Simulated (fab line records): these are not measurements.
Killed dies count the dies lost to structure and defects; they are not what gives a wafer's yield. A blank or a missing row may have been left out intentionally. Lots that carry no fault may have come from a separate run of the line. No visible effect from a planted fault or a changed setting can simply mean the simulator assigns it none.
A struck lot beside a sound one / flow gf180mcu / 15 out of 602 route steps
Sound: the wafers L986.2, L986.5, L986.6. Struck: wafer L991.2 (L991.1, L991.3, from the same lot, were not struck and are left out); the cause is given at the end.
Each step with rows lists, per side, the tool, then ch with its chambers, then its first start. Under that, the readings that differ: sound wafers / struck wafers / difference of the means / sigmas: that difference in standard deviations of wafers without a fault.
alike: readings with means less than 2 such deviations apart, plus words and numbers identical on both sides. not compared: withheld readings, readings lacking a value on some wafer, bounds such as >300 that could conceal the same value, and numbers that have no deviation in the record and whose values overlap.
A row with sigmas, a row that says differs or no value, or rows on one side alone: a step with any of these is where the two part. Non-overlapping numbers with no deviation appear without sigmas and do not part them. A reading missing from all wafers of one side parts the sides only when that side holds two or more wafers.

GF_V1_OVL_MEAS_15:
  struck on overlay-01, day 21 08:05; sound on overlay-01, day 19 17:15
  alike: V1_OVL
GF_V1_ETCH_16: etches BARC in N2/H2.
  sound on rie diel-02 ch 0,2,3, day 19 17:17; struck on rie diel-03 ch 2, day 21 08:08
  alike: drypump motor current A, oes product au, throttle valve pct
then, 1 step without rows for these wafers: GF_V1_ETCH_17 (etches SiO2 in C4F8/O2/Ar, stops on TiN, target depth 630 nm).
GF_V1_STRIP_18: strips in O2/N2.
  sound on plasma asher-01 ch 0,1, day 19 17:25; struck on plasma asher-02 ch 1, day 21 08:16
reading=heater power w (W); sound=324 328 329; struck=392; difference=+65; sigmas=+3
  alike: drypump motor current A, oes product au
  not compared: rf hours counter h
then, 2 steps without rows for these wafers: GF_V1_STRIP_19 (strips in post etch residue remover, time 1200 s); GF_V1_CLEAN_20 (cleans in DIW).
GF_V1_SPUTTER_21: material Ti, target thk 15 nm, time 80.02 s.
  struck on pvd sputter-03, day 21 08:47; sound on pvd sputter-03, day 19 18:01
  alike: cathode dc power W, throttle valve pct
GF_V1_SPUTTER_22: material TiN, target thk 10 nm, time 40 s.
  struck on pvd sputter-03, day 21 08:51; sound on pvd sputter-03, day 19 18:05
  alike: cathode dc power W, throttle valve pct
GF_V1_CVD_23: deposits W, target thk 350 nm, time 105.05 s.
  sound on cvd w-01 ch 0,1, day 19 18:07; struck on cvd w-02 ch 0, day 21 08:53
  alike: heater power w
GF_V1_RS_MEAS_24: uses a four-point probe to measure.
  struck on film metro-04, day 21 09:00; sound on film metro-03, day 19 18:15
reading=V1_W_RS (ohm/sq); sound=0.333 0.330 0.324; struck=0.319; difference=-0.010; sigmas=-2
GF_V1_THK_MEAS_25: measures by xrf.
  struck on film metro-04, day 21 09:07; sound on film metro-03, day 19 18:22
reading=V1_W_THK (nm); sound=345 346 353; struck=368; difference=+20; sigmas=+3
then, 1 step without rows for these wafers: GF_V1_CMP_26 (polishes, stops on SiO2, t overpolish 15 s, target thk 0 nm).
GF_M2_SPUTTER_00: material Ti, target thk 37.5 nm, time 150 s.
  struck on pvd sputter-02, day 21 09:29; sound on pvd sputter-02, day 19 18:43
reading=throttle valve pct (%); sound=29.1 28.3 29.1; struck=31.3; difference=+2.5; sigmas=+2
reading=model.Ti_of_M2_SPUTTER_00.thk nm (nm); sound=37.55 37.98 37.76; struck=53.27; difference=+15.51; sigmas=
  alike: cathode dc power W
then, 1 step without rows for these wafers: GF_M2_SPUTTER_01 (material TiN, target thk 30 nm, time 25 s).
-- the record jumps here: 10 days lie between the struck wafers' starts before and after (it left off in module M2 and takes up again in module PASSIVATION, whose first step shown is number 602 of the route) --
GF_PASSIVATION_PROBE_99:
  the record has rows for the struck wafers here (prober-02, day 31 19:25) and none for the sound ones

WHERE THEY PART
Earliest at GF_V1_STRIP_18; latest, in this record, at GF_PASSIVATION_PROBE_99.

WHY: whatever the simulator had introduced
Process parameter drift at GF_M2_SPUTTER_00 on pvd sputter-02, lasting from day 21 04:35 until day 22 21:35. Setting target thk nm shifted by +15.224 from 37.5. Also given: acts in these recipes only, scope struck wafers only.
